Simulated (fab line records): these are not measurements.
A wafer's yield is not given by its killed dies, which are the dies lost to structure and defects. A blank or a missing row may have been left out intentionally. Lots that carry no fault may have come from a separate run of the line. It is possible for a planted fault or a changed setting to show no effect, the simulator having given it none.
Which tool was responsible? -- flow sfq-line -- 42 wafers from 14 lots sampled at 2 of the route's 325 steps

== WHAT EACH GAUGE READ, for each wafer ==
Not one reading of a measure or inspect step in the record can be checked against a usual standard deviation.

== WHAT TOOL EACH LOT RAN ON (gives the tool, then ch and the chambers of the sampled wafers, and finally the start) ==
lot,SFQ_TRILAYER_A5C_DEP_PECVD_142,SFQ_TRILAYER_C5_ETCH_VIA_ETCH_154
L407,"pecvd-03 ch 0,1,2, day 59 01:31","rie-diel-01 ch 0,3, day 68 09:58"
L408,"pecvd-03 ch 0,2, day 60 11:01","rie-diel-01 ch 0,3, day 70 02:56"
L410,"pecvd-01 ch 0,1, day 60 16:43","rie-diel-01 ch 0,1,3, day 70 12:32"
L411,"pecvd-03 ch 1,2, day 61 02:19","rie-diel-03 ch 0,3, day 70 13:52"
L412,"pecvd-03 ch 0,1,2, day 62 03:51","rie-diel-02 ch 1,2,3, day 70 15:04"
L413,"pecvd-01 ch 0,2, day 62 07:53","rie-diel-01 ch 1,3, day 70 16:16"
L416,"pecvd-01 ch 0,1,2, day 68 01:26","rie-diel-01 ch 1,2,3, day 72 06:28"
L418,"pecvd-01 ch 1,2, day 68 22:24","rie-diel-03 ch 1,2,3, day 73 01:19"
L420,"pecvd-04 ch 0,1, day 69 00:48","rie-diel-03 ch 0,3, day 73 06:07"
L421,"pecvd-01 ch 1,2, day 69 03:12","rie-diel-01 ch 0,2,3, day 73 09:47"
L425,"pecvd-04 ch 0,1, day 69 12:12","rie-diel-01 ch 0,1, day 76 07:05"
L427,"pecvd-04 ch 1,2, day 69 15:48","rie-diel-01 ch 0,3, day 78 14:32"
L428,"pecvd-03 ch 0,1,2, day 69 18:12","rie-diel-03 ch 0,1,2, day 78 16:56"
L430,"pecvd-04 ch 0,1, day 69 21:19","rie-diel-03 ch 1,2,3, day 78 20:59"
- SFQ_TRILAYER_A5C_DEP_PECVD_142: deposits SiO2 from SiH4/N2O, time 15.556 s, target thk 70 nm.
- SFQ_TRILAYER_C5_ETCH_VIA_ETCH_154: etches SiO2 in CHF3, stops on Nb, target depth 84 nm.

== AS READ BY THE TOOLS THEMSELVES (means over the sampled wafers that have a number; for cases with no such wafer, the mark the record gives instead) ==
SFQ_TRILAYER_A5C_DEP_PECVD_142.
lot,tool,heater-power-w (W),throttle-valve-pct (%)
L407,pecvd-03,98,23.5
L408,pecvd-03,93,23.0
L410,pecvd-01,78,24.4
L411,pecvd-03,98,24.3
L412,pecvd-03,98,23.8
L413,pecvd-01,78,24.3
L416,pecvd-01,78,24.8
L418,pecvd-01,75,25.2
L420,pecvd-04,72,25.1
L421,pecvd-01,73,25.0
L425,pecvd-04,66,24.8
L427,pecvd-04,86,25.0
L428,pecvd-03,97,24.3
L430,pecvd-04,70,24.9

SFQ_TRILAYER_C5_ETCH_VIA_ETCH_154.
lot,tool,drypump-motor-current-A (A),oes-product-au (a.u.)
L407,rie-diel-01,5.5,0.905
L408,rie-diel-01,5.5,0.891
L410,rie-diel-01,5.4,0.895
L411,rie-diel-03,5.8,0.892
L412,rie-diel-02,5.9,0.889
L413,rie-diel-01,5.4,0.896
L416,rie-diel-01,5.2,0.891
L418,rie-diel-03,5.5,0.818
L420,rie-diel-03,5.4,0.892
L421,rie-diel-01,5.3,0.853
L425,rie-diel-01,5.3,0.898
L427,rie-diel-01,5.5,0.907
L428,rie-diel-03,5.9,0.894
L430,rie-diel-03,5.5,0.905

== THE ANSWER, worked out from the rows above alone ==
Rule: what is usual is taken from the lots themselves. Put in order of their means at a reading, lots are off if they are a third of the lots or fewer, leave a main group of 4 or more, and stand apart from it by a gap of 3 or more times the standard deviation of the main group's means; of several such gaps the widest counts. Not used: any main group whose means are identical at the precision the tables above print for the reading. A lot without any number at a reading at which 4 lots or more have one is off too. Where the step has rows for the other lots, those lots are counted as sound. First the gauges in route order, then the tools' own readings, where a lot's mean is used as printed above. The first step at which some lot is off is used, and at that step the reading that is off furthest; a lot without a number counts as furthest.
Off, at SFQ_TRILAYER_C5_ETCH_VIA_ETCH_154 on oes-product-au: L418, L421. For the main group the mean is 0.896 a.u. and the standard deviation 0.0059.
A tool fits if, at that step or a process step before it, it ran every lot that is off, and no sound lot after the first of them. One candidate fits, namely pecvd-01 at SFQ_TRILAYER_A5C_DEP_PECVD_142. A fault onset in the window from L416 (day 68 01:26, its last sound lot) to L418 (day 68 22:24, its first lot off) fits.

== WHAT WAS PUT IN BY THE SIMULATOR ==
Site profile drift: pecvd-01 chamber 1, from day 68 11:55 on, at SFQ_TRILAYER_A5C_DEP_PECVD_142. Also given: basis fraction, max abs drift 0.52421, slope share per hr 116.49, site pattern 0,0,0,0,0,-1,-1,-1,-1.
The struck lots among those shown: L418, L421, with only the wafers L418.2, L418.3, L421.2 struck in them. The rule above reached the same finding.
